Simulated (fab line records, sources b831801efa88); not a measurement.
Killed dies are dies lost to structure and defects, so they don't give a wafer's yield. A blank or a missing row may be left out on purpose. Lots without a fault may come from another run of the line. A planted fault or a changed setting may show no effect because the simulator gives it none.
Which tool did it? | flow gf180mcu | 6 lots, 18 wafers sampled, at 2 steps of a route of 602

WHAT THE GAUGES READ, wafer by wafer
GF_NWELL_TW_MEAS_11.
lot  | measured    | on            | NWELL_TW
L132 | day 3 16:01 | film_metro-02 | 1574 1581 1583
L134 | day 3 23:54 | film_metro-02 | 1580 1591 1591
L136 | day 4 10:04 | film_metro-02 | 1576 1581 1570
L139 | day 5 04:28 | film_metro-02 | 1580 1576 1584
L143 | day 6 01:49 | film_metro-02 | 1570 1565 1573
L154 | day 8 16:05 | film_metro-04 | 1729 1723 1732 1731 1731 1733

WHICH TOOL RAN EACH LOT (tool, then ch and the chambers of the sampled wafers, then the start)
lot  | GF_NWELL_IMPLANT_08
L132 | implanter-03 ch 0, day 3 15:38
L134 | implanter-03 ch 0, day 3 23:30
L136 | implanter-04 ch 0, day 4 09:41
L139 | implanter-01 ch 0, day 5 04:06
L143 | implanter-04 ch 0, day 6 01:27
L154 | implanter-01 ch 0, day 8 15:43
- GF_NWELL_IMPLANT_08

THE ANSWER, worked out from the rows above alone
Rule: what is usual is taken from the lots themselves. Put in order of their means at a reading, lots are off if they are a third of the lots or fewer, leave a main group of 4 or more, and stand apart from it by a gap of 3 or more times the standard deviation of the main group's means; of several such gaps the widest counts. A main group whose means are all the same, to the digits that the tables above print for the reading, isn't used. A lot without any number at a reading at which 4 lots or more have one is off too. The other lots that the step has rows for count as sound.
Off: L154, at GF_NWELL_TW_MEAS_11 (NWELL_TW). The main group: mean 1578, standard deviation 5.9.
A tool fits if, at a process step before that reading, it ran every lot that is off, and no sound lot after the first of them. The gauges at GF_NWELL_TW_MEAS_11 are tried like those tools. Can't be told from this: 2 tools fit, implanter-01 at GF_NWELL_IMPLANT_08, film_metro-04 at GF_NWELL_TW_MEAS_11.

WHAT THE SIMULATOR HAD PUT IN
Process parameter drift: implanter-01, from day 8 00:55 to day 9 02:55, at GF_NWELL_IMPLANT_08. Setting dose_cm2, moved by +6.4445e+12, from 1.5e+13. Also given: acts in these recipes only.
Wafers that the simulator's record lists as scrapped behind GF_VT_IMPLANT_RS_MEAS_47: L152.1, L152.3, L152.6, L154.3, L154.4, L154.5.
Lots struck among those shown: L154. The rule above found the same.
